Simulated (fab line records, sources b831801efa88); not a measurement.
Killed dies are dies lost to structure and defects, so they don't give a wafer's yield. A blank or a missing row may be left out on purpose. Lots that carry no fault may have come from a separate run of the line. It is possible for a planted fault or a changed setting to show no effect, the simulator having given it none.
Which of the tools did it? + flow sky130 + 39 wafers from 13 lots sampled at 4 of the route's 708 steps

== WHAT EACH GAUGE READ, for each wafer ==
SKY_VIA2_CD_MEAS_12: target cd 200 nm.
| lot  | measured     | on        | cd_nm (nm)        |
|------|--------------|-----------|-------------------|
| L472 | day 36 12:29 | cd_sem-02 | 200.5 200.7 199.9 |
| L473 | day 36 16:19 | cd_sem-02 | 199.9 199.2 199.3 |
| L474 | day 37 01:01 | cd_sem-01 | 200.1 199.6 199.6 |
| L475 | day 37 05:55 | cd_sem-02 | 198.8 198.4 200.2 |
| L476 | day 37 18:23 | cd_sem-02 | 198.0 198.7 198.7 |
| L477 | day 38 12:34 | cd_sem-02 | 198.6 200.0 198.8 |
| L478 | day 38 08:23 | cd_sem-02 | 199.6 201.0 200.0 |
| L479 | day 38 21:10 | cd_sem-02 | 201.2 200.2 202.1 |
| L481 | day 39 16:04 | cd_sem-02 | 199.8 199.6 197.9 |
| L482 | day 39 20:22 | cd_sem-02 | 199.6 200.9 200.4 |
| L491 | day 42 07:09 | cd_sem-02 | 197.1 198.9 198.6 |
| L494 | day 43 01:56 | cd_sem-02 | 198.9 199.5 199.7 |
| L495 | day 42 23:41 | cd_sem-02 | 202.3 201.4 200.0 |

== WHAT TOOL EACH LOT RAN ON (gives the tool, then ch and the chambers of the sampled wafers, and finally the start) ==
| lot  | SKY_VT_ADJUST_HVTP_IMPLANT_09   | SKY_LDD_P_STRIP_10                   | SKY_METAL1_SPUTTER_04        |
|------|---------------------------------|--------------------------------------|------------------------------|
| L472 | implanter-02 ch 0, day 6 04:38  | plasma_asher-02 ch 0, day 19 04:53   | pvd_sputter-04, day 31 20:55 |
| L473 | implanter-02 ch 0, day 6 11:20  | plasma_asher-02 ch 0,1, day 19 10:28 | pvd_sputter-04, day 32 01:53 |
| L474 | implanter-02 ch 0, day 6 17:59  | plasma_asher-01 ch 0,1, day 19 21:15 | pvd_sputter-02, day 32 09:40 |
| L475 | implanter-01 ch 0, day 6 20:04  | plasma_asher-04 ch 0,1, day 20 05:29 | pvd_sputter-01, day 32 15:41 |
| L476 | implanter-02 ch 0, day 7 06:31  | plasma_asher-02 ch 0,1, day 20 16:50 | pvd_sputter-02, day 33 04:35 |
| L477 | implanter-03 ch 0, day 7 14:31  | plasma_asher-04 ch 0,1, day 21 14:02 | pvd_sputter-04, day 33 22:24 |
| L478 | implanter-03 ch 0, day 7 16:07  | plasma_asher-02 ch 0,1, day 21 08:58 | pvd_sputter-01, day 33 18:17 |
| L479 | implanter-03 ch 0, day 7 23:23  | plasma_asher-02 ch 0,1, day 22 03:40 | pvd_sputter-02, day 34 08:42 |
| L481 | implanter-03 ch 0, day 8 12:28  | plasma_asher-04 ch 0,1, day 22 22:46 | pvd_sputter-04, day 35 04:40 |
| L482 | implanter-03 ch 0, day 8 14:37  | plasma_asher-04 ch 0,1, day 23 00:56 | pvd_sputter-02, day 35 08:44 |
| L491 | implanter-01 ch 0, day 11 07:25 | plasma_asher-02 ch 0,1, day 26 08:33 | pvd_sputter-04, day 37 23:49 |
| L494 | implanter-02 ch 0, day 12 02:08 | plasma_asher-01 ch 0,1, day 27 08:20 | pvd_sputter-02, day 38 21:47 |
| L495 | implanter-02 ch 0, day 12 03:43 | plasma_asher-04 ch 0, day 27 05:49   | pvd_sputter-04, day 38 18:21 |
- SKY_VT_ADJUST_HVTP_IMPLANT_09
- SKY_LDD_P_STRIP_10: strips in O2/N2.
- SKY_METAL1_SPUTTER_04: material TiN, target thk 70 nm, time 58.3 s.

== AS READ BY THE TOOLS THEMSELVES (means over the sampled wafers that have a number; for cases with no such wafer, the mark the record gives instead) ==
SKY_VT_ADJUST_HVTP_IMPLANT_09.
| lot  | tool         | beam_energy_keV |
|------|--------------|-----------------|
| L472 | implanter-02 | 150.00          |
| L473 | implanter-02 | 149.97          |
| L474 | implanter-02 | 150.03          |
| L475 | implanter-01 | 150.02          |
| L476 | implanter-02 | 149.96          |
| L477 | implanter-03 | 149.93          |
| L478 | implanter-03 | 149.96          |
| L479 | implanter-03 | 150.04          |
| L481 | implanter-03 | 156.31          |
| L482 | implanter-03 | 156.31          |
| L491 | implanter-01 | 149.94          |
| L494 | implanter-02 | 149.97          |
| L495 | implanter-02 | 150.00          |

SKY_LDD_P_STRIP_10.
| lot  | tool            | drypump_motor_current_A (A) | o2_flow_sccm (sccm) | oes_product_au (a.u.) | strip_time_to_endpoint_s (s) |
|------|-----------------|-----------------------------|---------------------|-----------------------|------------------------------|
| L472 | plasma_asher-02 | 5.3                         | 2987                | 0.714                 | 14.18                        |
| L473 | plasma_asher-02 | 5.2                         | 3004                | 0.714                 | 14.25                        |
| L474 | plasma_asher-01 | 6.5                         | 2994                | 0.715                 | 14.22                        |
| L475 | plasma_asher-04 | 6.0                         | 3005                | 0.717                 | 14.20                        |
| L476 | plasma_asher-02 | 5.1                         | 3016                | 0.714                 | 14.13                        |
| L477 | plasma_asher-04 | 5.8                         | 3000                | 0.719                 | 14.20                        |
| L478 | plasma_asher-02 | 5.2                         | 3006                | 0.715                 | 14.16                        |
| L479 | plasma_asher-02 | 5.1                         | 2996                | 0.714                 | 14.15                        |
| L481 | plasma_asher-04 | 5.8                         | 2997                | 0.719                 | 14.20                        |
| L482 | plasma_asher-04 | 5.8                         | 3001                | 0.715                 | 14.14                        |
| L491 | plasma_asher-02 | 5.2                         | 3003                | 0.719                 | 14.19                        |
| L494 | plasma_asher-01 | 6.1                         | 2993                | 0.714                 | 14.16                        |
| L495 | plasma_asher-04 | 5.7                         | 3009                | 0.715                 | 14.20                        |

SKY_METAL1_SPUTTER_04.
| lot  | tool           | throttle_valve_pct (%) |
|------|----------------|------------------------|
| L472 | pvd_sputter-04 | 30.3                   |
| L473 | pvd_sputter-04 | 30.1                   |
| L474 | pvd_sputter-02 | 30.0                   |
| L475 | pvd_sputter-01 | 29.7                   |
| L476 | pvd_sputter-02 | 30.1                   |
| L477 | pvd_sputter-04 | 31.4                   |
| L478 | pvd_sputter-01 | 30.0                   |
| L479 | pvd_sputter-02 | 30.1                   |
| L481 | pvd_sputter-04 | 29.7                   |
| L482 | pvd_sputter-02 | 30.3                   |
| L491 | pvd_sputter-04 | 30.1                   |
| L494 | pvd_sputter-02 | 29.6                   |
| L495 | pvd_sputter-04 | 30.2                   |

== THE ANSWER, worked out from the rows above alone ==
Rule: what is usual is taken from the lots themselves. Put in order of their means at a reading, lots are off if they are a third of the lots or fewer, leave a main group of 4 or more, and stand apart from it by a gap of 3 or more times the standard deviation of the main group's means; of several such gaps the widest counts. Not used: any main group whose means are identical at the precision the tables above print for the reading. A lot without any number at a reading at which 4 lots or more have one is off too. All remaining lots with rows at the step are treated as sound. After the gauges, taken in route order, come the tools' own readings; for these a lot's mean is taken, as printed above. At the first step where some lot is off, the reading lying furthest off is the one used; lots without a number count as furthest.
Off, at SKY_VT_ADJUST_HVTP_IMPLANT_09 on beam_energy_keV: L481, L482. The main group has a mean of 149.98 with a standard deviation of 0.035.
A tool fits if, at that step or a process step before it, it ran every lot that is off, and no sound lot after the first of them. One candidate fits, namely implanter-03 at SKY_VT_ADJUST_HVTP_IMPLANT_09. Its last sound lot is L479 (day 7 23:23), its first lot that is off L481 (day 8 12:28): a fault that began between those two fits.
The tool's own readings at SKY_VT_ADJUST_HVTP_IMPLANT_09 bear it out: on the lots that are off they differ by more than 5 times the standard deviation of the sound lots' means. beam_energy_keV reads 156.31 there against 149.98 on the sound lots.

== WHAT THE SIMULATOR PUT IN ==
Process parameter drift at SKY_VT_ADJUST_HVTP_IMPLANT_09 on implanter-03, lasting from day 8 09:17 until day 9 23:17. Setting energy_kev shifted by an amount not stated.
Lots struck among those shown: L481, L482. The same result came from the rule above.
